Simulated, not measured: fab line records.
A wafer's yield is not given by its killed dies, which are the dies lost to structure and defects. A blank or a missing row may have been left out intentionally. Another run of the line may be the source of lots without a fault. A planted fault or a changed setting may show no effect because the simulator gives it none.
Which of the tools did it? || flow sky130 || 12 lots, 36 wafers sampled, at 2 steps of a route of 708

## WHAT THE GAUGES READ, wafer by wafer
SKY_VIA1_CD_MEAS_12: target cd 150 nm.
{"lot": "L074", "measured": "day 34 18:17", "on": "cd-sem-01", "cd-nm (nm)": "149.2 149.6 149.3"}
{"lot": "L077", "measured": "day 35 08:22", "on": "cd-sem-01", "cd-nm (nm)": "150.3 149.8 149.0"}
{"lot": "L079", "measured": "day 35 19:41", "on": "cd-sem-02", "cd-nm (nm)": "151.6 152.6 151.5"}
{"lot": "L081", "measured": "day 36 08:56", "on": "cd-sem-01", "cd-nm (nm)": "151.3 152.2 153.1"}
{"lot": "L083", "measured": "day 36 23:17", "on": "cd-sem-02", "cd-nm (nm)": "153.2 151.7 153.6"}
{"lot": "L085", "measured": "day 37 15:59", "on": "cd-sem-02", "cd-nm (nm)": "150.4 150.5 149.3"}
{"lot": "L087", "measured": "day 38 04:40", "on": "cd-sem-01", "cd-nm (nm)": "150.0 150.1 149.9"}
{"lot": "L089", "measured": "day 38 19:35", "on": "cd-sem-02", "cd-nm (nm)": "148.3 147.3 147.9"}
{"lot": "L091", "measured": "day 39 14:28", "on": "cd-sem-02", "cd-nm (nm)": "150.5 151.0 150.1"}
{"lot": "L092", "measured": "day 39 20:37", "on": "cd-sem-02", "cd-nm (nm)": "149.1 146.4 148.8"}
{"lot": "L095", "measured": "day 40 17:37", "on": "cd-sem-01", "cd-nm (nm)": "150.1 150.7 150.6"}
{"lot": "L097", "measured": "day 41 11:22", "on": "cd-sem-01", "cd-nm (nm)": "152.0 151.5 150.6"}

## EACH LOT AND THE TOOL THAT RAN IT (in order: tool; ch and the chambers of the sampled wafers; start)
{"lot": "L074", "SKY_CONTACT_CMP_04": "cmp-02 ch 1,2,3, day 31 05:52"}
{"lot": "L077", "SKY_CONTACT_CMP_04": "cmp-01 ch 0,2,3, day 31 20:01"}
{"lot": "L079", "SKY_CONTACT_CMP_04": "cmp-01 ch 1,3, day 32 08:31"}
{"lot": "L081", "SKY_CONTACT_CMP_04": "cmp-02 ch 2,3, day 32 21:33"}
{"lot": "L083", "SKY_CONTACT_CMP_04": "cmp-02 ch 0,2,3, day 33 13:40"}
{"lot": "L085", "SKY_CONTACT_CMP_04": "cmp-01 ch 0,2,3, day 34 05:44"}
{"lot": "L087", "SKY_CONTACT_CMP_04": "cmp-02 ch 1,2,3, day 34 18:19"}
{"lot": "L089", "SKY_CONTACT_CMP_04": "cmp-02 ch 0,2,3, day 35 09:57"}
{"lot": "L091", "SKY_CONTACT_CMP_04": "cmp-01 ch 0,1,3, day 36 07:07"}
{"lot": "L092", "SKY_CONTACT_CMP_04": "cmp-02 ch 0,1,2, day 36 12:23"}
{"lot": "L095", "SKY_CONTACT_CMP_04": "cmp-01 ch 0,1,2, day 37 11:12"}
{"lot": "L097", "SKY_CONTACT_CMP_04": "cmp-01 ch 2,3, day 38 05:46"}
- SKY_CONTACT_CMP_04: polishes SiO2.

## THE ANSWER, worked out from the rows above alone
Rule: the usual values come from the lots themselves. The widest of any qualifying gaps counts: lots, ordered by their means at a reading, are off when they make up no more than a third of the lots, leave a main group of 4 or more, and stand apart from it by 3 or more times the standard deviation of that group's means. A main group whose means are all the same, to the digits that the tables above print for the reading, isn't used. A lot without any number at a reading at which 4 lots or more have one is off too. All remaining lots with rows at the step are treated as sound.
No lot is off on any of the readings shown, so nothing can be concluded from this.

## WHAT THE SIMULATOR HAD PUT IN
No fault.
